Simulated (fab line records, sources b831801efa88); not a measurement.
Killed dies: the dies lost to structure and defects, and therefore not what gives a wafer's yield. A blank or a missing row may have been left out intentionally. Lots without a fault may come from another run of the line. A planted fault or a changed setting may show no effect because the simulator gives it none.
Matching of chambers + flow sky130 + SKY_VIA3_CMP_24 on cmp-02 has 4 sister chambers
The step polishes, stops on SiO2, t overpolish 20 s, target thk 0 nm. 14 wafers are shown with their chamber, then 7 later ones without.

## WAFERS WITH THEIR CHAMBER
| wafer  | chamber | motor-current-A (A) | time-to-endpoint-s (s) | edge-zone-pressure-frac |
|--------|---------|---------------------|------------------------|-------------------------|
| L136.2 | 0       | 9.8                 | 86                     | 1.000                   |
| L136.4 | 1       | 11.4                | 95                     | 0.995                   |
| L136.5 | 0       | 9.9                 | 91                     | 1.009                   |
| L137.2 | 1       | 11.7                | 100                    | 0.999                   |
| L137.5 | 1       | 12.1                | 101                    | 1.009                   |
| L137.6 | 2       | 12.1                | 98                     | 0.996                   |
| L140.1 | 1       | 11.2                | 102                    | 0.996                   |
| L140.2 | 3       | 11.4                | 96                     | 1.002                   |
| L140.6 | 0       | 9.9                 | 92                     | 1.009                   |
| L145.1 | 2       | 11.8                | 94                     | 0.997                   |
| L145.3 | 1       | 11.6                | 103                    | 1.002                   |
| L145.4 | 3       | 10.6                | 93                     | 0.998                   |
| L147.2 | 3       | 10.8                | 97                     | 1.006                   |
| L147.3 | 0       | 9.9                 | 90                     | 0.997                   |

SIGNATURES (means of the wafers above)
| reading                 | chamber 0 | chamber 1 | chamber 2 | chamber 3 | scatter within a chamber |
|-------------------------|-----------|-----------|-----------|-----------|--------------------------|
| motor-current-A         | 9.875     | 11.600    | 11.950    | 10.933    | 0.293                    |
| time-to-endpoint-s      | 89.75     | 100.20    | 96.00     | 95.33     | 2.76                     |
| edge-zone-pressure-frac | 1.00375   | 1.00020   | 0.99650   | 1.00200   | 0.00523                  |
Rule: a wafer lies at a distance from a chamber equal to the root of the sum of squares, over the readings, of (its reading less the chamber's mean, divided by the reading's scatter). The wafer belongs to the nearest chamber; if the next one is less than 2 further off, it can't be placed. How the scatter is found: for the shown wafers, subtract from each reading the mean of its chamber, square and add these, divide the total by (wafers less chambers), then take the root.

## WAFERS MISSING THEIR CHAMBER
| wafer  | motor-current-A (A) | time-to-endpoint-s (s) | edge-zone-pressure-frac |
|--------|---------------------|------------------------|-------------------------|
| L147.6 | 9.5                 | 93                     | 1.001                   |
| L152.4 | 9.5                 | 88                     | 0.999                   |
| L152.5 | 9.7                 | 89                     | 0.995                   |
| L152.6 | 11.5                | 96                     | 0.996                   |
| L155.1 | 10.8                | 91                     | 0.999                   |
| L155.4 | 12.2                | 94                     | 1.004                   |
| L155.5 | 12.0                | 95                     | 0.999                   |

## WHICH CHAMBER EACH WENT THROUGH
| wafer  | from the rows above          | in truth |
|--------|------------------------------|----------|
| L147.6 | 0                            | 0        |
| L152.4 | 0                            | 0        |
| L152.5 | 0                            | 0        |
| L152.6 | can't be placed: 2 or 1 or 3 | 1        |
| L155.1 | can't be placed: 3 or 0      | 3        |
| L155.4 | can't be placed: 2 or 1      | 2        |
| L155.5 | can't be placed: 2 or 1      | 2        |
Correct placement for 3 of the 7. Unplaceable from these rows: 4, with the true chamber sitting among the candidates in 4. Wrongly placed: 0.
